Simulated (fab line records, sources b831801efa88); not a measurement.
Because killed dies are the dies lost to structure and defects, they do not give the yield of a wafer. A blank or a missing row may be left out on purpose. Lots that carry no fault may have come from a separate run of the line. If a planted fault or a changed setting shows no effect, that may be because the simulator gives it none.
Lot-split experiment	flow gf180mcu	23 wafers read from 5 lots, route of 602 steps

## SPLIT DETAILS
At GF_M2_SPUTTER_02 (material AlCu, target thk 450 nm, time 23.9 s), the setting power w was moved away from the recipe's 10600 W on 6 of the 23 wafers read, by -4.1% to +8.1%. This setting was run at the recipe's value on the other wafers.

## FROM THE SPLIT TO THE READING: what the file shows between them, 3 steps
- GF_M2_SPUTTER_03: material Ti, target thk 10 nm, time 6.7 s
- GF_M2_SPUTTER_04: material TiN, target thk 50 nm, time 42.62 s
- GF_M2_RS_MEAS_05: measures by four-point-probe

## THE READING
M2_ALCU_THK, in nm, at GF_M2_THK_MEAS_06 (measures by xrf). Typical for fault-free wafers on this fab line: 454 nm, with standard deviation 4.8 nm.

wafer	tool, chamber at the split	power w as run, W	against the recipe	M2_ALCU_THK, nm	against lot-mates on the recipe
L075.1	pvd sputter-01, -	10600	recipe	458	-
L075.2	pvd sputter-01, -	10600	recipe	450	-
L075.3	pvd sputter-01, -	10600	recipe	453	-
L075.5	pvd sputter-01, -	10600	recipe	453	-
L075.6	pvd sputter-01, -	10600	recipe	451	-
L077.1	pvd sputter-01, -	10600	recipe	454	-
L077.2	pvd sputter-01, -	11460	+8.1%	495	+46
L077.4	pvd sputter-01, -	10600	recipe	444	-
L077.5	pvd sputter-01, -	11460	+8.1%	488	+39
L077.6	pvd sputter-01, -	11460	+8.1%	481	+32
L076.1	pvd sputter-01, -	10170	-4.1%	427	-26
L076.2	pvd sputter-01, -	10600	recipe	457	-
L076.3	pvd sputter-01, -	10600	recipe	450	-
L076.4	pvd sputter-01, -	10170	-4.1%	439	-14
L076.5	pvd sputter-01, -	10170	-4.1%	427	-26
L082.1	pvd sputter-03, -	10600	recipe	451	-
L082.2	pvd sputter-03, -	10600	recipe	458	-
L082.5	pvd sputter-03, -	10600	recipe	454	-
L084.1	pvd sputter-03, -	10600	recipe	449	-
L084.2	pvd sputter-03, -	10600	recipe	450	-
L084.3	pvd sputter-03, -	10600	recipe	451	-
L084.5	pvd sputter-03, -	10600	recipe	447	-
L084.6	pvd sputter-03, -	10600	recipe	449	-

THE FIT
A straight line over all 23 wafers: M2_ALCU_THK changes by +4.62 nm for each +1% of power w; r = +0.96; the points scatter about the line by 4.5 nm.
The same after taking each lot's own level away (the mean of its wafers on the recipe; 23 wafers): +4.98 nm for each +1%; r = +0.97; scatter 4.1 nm.
The reading moves by 40 nm for the largest change in power w, on that fit.
Measured against the standard deviation above, the lots' own levels, which go from 449.0 to 454.3 nm, span 1.1 times it.
Consequently the slope shifts little with the lot-to-lot level, the two slopes agreeing.
Check: for one of the wafers moved furthest among these (+8.1%), held out of the fit, the line's prediction against its lot-mates is +37.5 nm. Against them it came out at +46 nm.

## THE WHOLE CHAIN: every reading that the file lists as answering this split, in the file's order
step	what it does	reading	change (the file's fit)	r (the file's)
GF_M2_SPUTTER_02	material AlCu, target thk 450 nm, time 23.9 s	AlCu_of_M2_SPUTTER_02.thk nm (the simulator's own value, which no gauge read)	+4.87 nm for each +1% of the setting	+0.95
GF_M2_RS_MEAS_05	measures by four-point-probe	M2_ALCU_RS	-0.000723 for each +1% of the setting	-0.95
GF_M2_THK_MEAS_06	measures by xrf	M2_ALCU_THK	+4.94 for each +1% of the setting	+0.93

## FILE'S OWN FIT
M2_ALCU_THK changes by +4.94 nm for each +1% of power w, r = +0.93.
